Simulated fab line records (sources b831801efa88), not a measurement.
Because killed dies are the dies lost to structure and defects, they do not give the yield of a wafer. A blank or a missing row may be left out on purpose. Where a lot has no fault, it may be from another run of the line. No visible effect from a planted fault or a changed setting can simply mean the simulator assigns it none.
Struck lot and sound lot, side by side || flow sky130 || 21 out of 708 route steps
Sound: these wafers, L774.3, L774.4, L774.6. Struck: wafers L779.1, L779.4 (left out: L779.5, a lot-mate that was not struck); the cause follows at the end.
Per side, at each step with rows, come the tool, then ch with its chambers, and then its first start. Under that, the readings that differ: sound wafers || struck wafers || difference of the means || sigmas: that difference in standard deviations of wafers without a fault.
alike: same words and numbers on both sides, and readings whose means sit less than 2 such deviations apart. not compared: any withheld reading, any reading some wafer has no value for, any bound like >300 that may hide the same value, and any number with overlapping values for which the record gives no deviation.
Wherever a step has rows on one side only, a row that says differs or no value, or a row with sigmas, the two part there. Non-overlapping numbers with no deviation appear without sigmas and do not part them. A reading that every wafer of one side lacks parts them only if that side has two wafers or more.

first, 5 steps without rows for these wafers: SKY_VT_ADJUST_LVTN_COAT_02 (resist thk 3000 nm); SKY_VT_ADJUST_LVTN_SOFTBAKE_03; SKY_VT_ADJUST_LVTN_EXPOSE_04 (exposes mask NWM COMPLEMENT LESS NATIVE, target cd 840 nm); SKY_VT_ADJUST_LVTN_PEB_05; SKY_VT_ADJUST_LVTN_DEVELOP_06 (develop time 60 s).
SKY_VT_ADJUST_LVTN_OVL_MEAS_07:
  sound on overlay-01 at day 8 13:40; struck on overlay-01 at day 9 22:45
  alike: VT_ADJUST_LVTN_OVL
then, 1 step without rows for these wafers: SKY_VT_ADJUST_LVTN_IMPLANT_08.
SKY_VT_ADJUST_LVTN_STRIP_09: strips in O2/N2.
  sound on plasma asher-04 ch 0,1, day 8 13:52; struck on plasma asher-02 ch 0,1, day 9 22:56
  alike: drypump motor current A, oes product au, strip time to endpoint s
  not compared: rf hours counter h
SKY_VT_ADJUST_LVTN_TW_MEAS_10:
  sound on film metro-01 at day 8 13:57; struck on film metro-01 at day 9 23:02
  alike: VT_ADJUST_LVTN_TW
then, 3 steps without rows for these wafers: SKY_VT_ADJUST_LVTN_DEHYDRATE_11 (time 60 s); SKY_VT_ADJUST_LVTN_HMDS_12 (prime time 60 s); SKY_VT_ADJUST_LVTN_COAT_13 (resist thk 1140 nm).
SKY_VT_ADJUST_LVTN_SOFTBAKE_14: time 60 s.
  sound on litho track-02 ch 0, day 9 00:50; struck on litho track-02 ch 0, day 10 09:38
{"reading": "run length s (s)", "sound": "88.94 88.89 89.04", "struck": "122.67 122.75", "difference": "+33.75", "sigmas": "+99 or more"}
{"reading": "model.NOVOLAK_of_VT_ADJUST_LVTN_COAT_13.thk nm (nm)", "sound": "1139 1139 1137", "struck": "1134 1127", "difference": -8, "sigmas": ""}
then, 2 steps without rows for these wafers: SKY_VT_ADJUST_LVTN_EXPOSE_15 (exposes mask HVN STD DERIVED, target cd 600 nm); SKY_VT_ADJUST_LVTN_PEB_16.
SKY_VT_ADJUST_LVTN_DEVELOP_17: develop time 60 s.
  sound on litho track-02 ch 0, day 9 11:23; struck on litho track-04 ch 0, day 10 20:39
{"reading": "model.NOVOLAK_of_VT_ADJUST_LVTN_COAT_13.thk nm (nm)", "sound": "1138 1138 1136", "struck": "1133 1126", "difference": -8, "sigmas": ""}
SKY_VT_ADJUST_LVTN_OVL_MEAS_18:
  sound on overlay-01 at day 9 11:29; struck on overlay-02 at day 10 20:48
  alike: VT_ADJUST_LVTN_01_OVL
then, 1 step without rows for these wafers: SKY_VT_ADJUST_LVTN_IMPLANT_19.
SKY_VT_ADJUST_LVTN_STRIP_20: strips in O2/N2.
  sound on plasma asher-03 ch 0,1, day 9 11:42; struck on plasma asher-04 ch 0,1, day 10 20:59
{"reading": "strip time to endpoint s (s)", "sound": "14.17 14.16 14.13", "struck": "14.10 14.01", "difference": -0.10, "sigmas": -2}
  alike: drypump motor current A, oes product au
  not compared: rf hours counter h
SKY_VT_ADJUST_LVTN_TW_MEAS_21:
  sound on film metro-03 at day 9 11:47; struck on film metro-01 at day 10 21:05
{"reading": "VT_ADJUST_LVTN_2_TW", "sound": "184.8 184.6 182.8", "struck": "188.0 187.6", "difference": "+3.7", "sigmas": "+2"}
SKY_PAD_OPEN_PROBE_99:
  rows exist in the record for the sound wafers here (prober-01, day 47 21:57), none for the struck ones

## WHERE THEY PART
Last at SKY_PAD_OPEN_PROBE_99 as far as this record goes, first at SKY_VT_ADJUST_LVTN_SOFTBAKE_14.

WHY: what the simulator had put in
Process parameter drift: litho track-02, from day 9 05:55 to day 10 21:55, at SKY_VT_ADJUST_LVTN_SOFTBAKE_14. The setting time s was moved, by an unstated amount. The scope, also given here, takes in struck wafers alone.
